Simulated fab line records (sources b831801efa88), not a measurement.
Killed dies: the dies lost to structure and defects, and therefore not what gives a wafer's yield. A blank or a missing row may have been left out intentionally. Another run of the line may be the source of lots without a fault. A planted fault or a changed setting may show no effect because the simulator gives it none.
Commonality check across tools ; flow sky130 ; 11 lots and 45 wafers in the sample

## WHY IT WAS OPENED
Flagged at SKY_FIELD_ISO_CD_MEAS_13: reading cd nm, on 4 of 11 lots. Fault-free wafers read 149.9 nm, with a standard deviation of 1.8.
Rule: a lot is flagged in two cases, either no wafer of it has a number, or all its wafers with numbers fall more than 4 standard deviations from that mean. The other lots count as sound.

lot;measured;on;cd nm (nm), wafer by wafer;flag
L193;day 2 14:55;cd sem-01;147.7 149.2 149.1;
L194;day 3 01:41;cd sem-01;149.5 151.2 149.3;
L195;day 3 02:02;cd sem-01;148.2 150.2 149.7;
L197;day 3 11:33;cd sem-01;149.9 150.0 150.6;
L198;day 3 19:32;cd sem-01;129.4 130.8 128.7 129.0 131.3 128.3;FLAGGED
L199;day 3 22:20;cd sem-02;128.0 128.4 128.8 128.0 128.2 128.5;FLAGGED
L200;day 4 02:46;cd sem-02;129.4 130.0 130.4 129.0 130.2 130.5;FLAGGED
L201;day 4 09:11;cd sem-02;137.0 137.5 137.6 137.1 137.3 137.5;FLAGGED
L205;day 5 06:32;cd sem-02;149.8 148.0 148.8;
L209;day 6 08:10;cd sem-01;152.3 153.0 152.2;
L212;day 6 18:18;cd sem-02;150.5 150.9 152.1;
Average over the flagged lots: 131.3 nm; offset from the usual -18.6 nm, equal to -10 standard deviations.

## WHICH TOOL RAN EACH LOT
The record keeps 1 process step preceding the reading, out of 708 steps on the route. In each cell: the tool, then ch and the chambers that the sampled wafers went through, then the start.
lot;flag;SKY_FIELD_ISO_EXPOSE_10
L193;;krf scanner-02 ch 0, day 2 07:38
L194;;krf scanner-01 ch 0, day 2 18:35
L195;;krf scanner-02 ch 0, day 2 18:53
L197;;krf scanner-02 ch 0, day 3 03:22
L198;FLAGGED;krf scanner-02 ch 0, day 3 11:41
L199;FLAGGED;krf scanner-02 ch 0, day 3 14:22
L200;FLAGGED;krf scanner-02 ch 0, day 3 18:22
L201;FLAGGED;krf scanner-02 ch 0, day 4 01:14
L205;;krf scanner-01 ch 0, day 4 22:28
L209;;krf scanner-01 ch 0, day 5 22:47
L212;;krf scanner-01 ch 0, day 6 08:44
These steps, and what they do:
- SKY_FIELD_ISO_EXPOSE_10: exposes mask FOM, target cd 150 nm.
- SKY_FIELD_ISO_CD_MEAS_13: target cd 150 nm.

## FLAGGED OVER TOTAL, TOOL BY TOOL (the gauges that took the reading come last)
step;tool;lots run;flagged;share of the flagged lots;sound lots run after its first flagged lot
SKY_FIELD_ISO_EXPOSE_10;krf scanner-01;4;0;none;-
SKY_FIELD_ISO_EXPOSE_10;krf scanner-02;7;4;all;0
SKY_FIELD_ISO_CD_MEAS_13;cd sem-01;6;1;some;1 (L209)
SKY_FIELD_ISO_CD_MEAS_13;cd sem-02;5;3;some;2 (L205,L212)

## WHAT IS ALLOWED BY THE TABLE
In the table, 1 row covers all flagged lots: krf scanner-02 at SKY_FIELD_ISO_EXPOSE_10.
- krf scanner-02 at SKY_FIELD_ISO_EXPOSE_10: 4 of its 7 lots flagged. A fault beginning between L197 (day 3 03:22), its last sound lot, and L198 (day 3 11:41), its first flagged one, fits the data. Its own readings lie more than 4 standard deviations out on every wafer of the flagged lots: exposure dose mJ cm2.
One tool is left: krf scanner-02 at SKY_FIELD_ISO_EXPOSE_10.

## WHAT THE SIMULATOR PUT IN
Process parameter drift: krf scanner-02, from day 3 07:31 on, at SKY_FIELD_ISO_EXPOSE_10. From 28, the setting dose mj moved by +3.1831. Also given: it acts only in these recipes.
Shown lots that were struck: L198, L199, L200, L201. Same finding as the rule above.
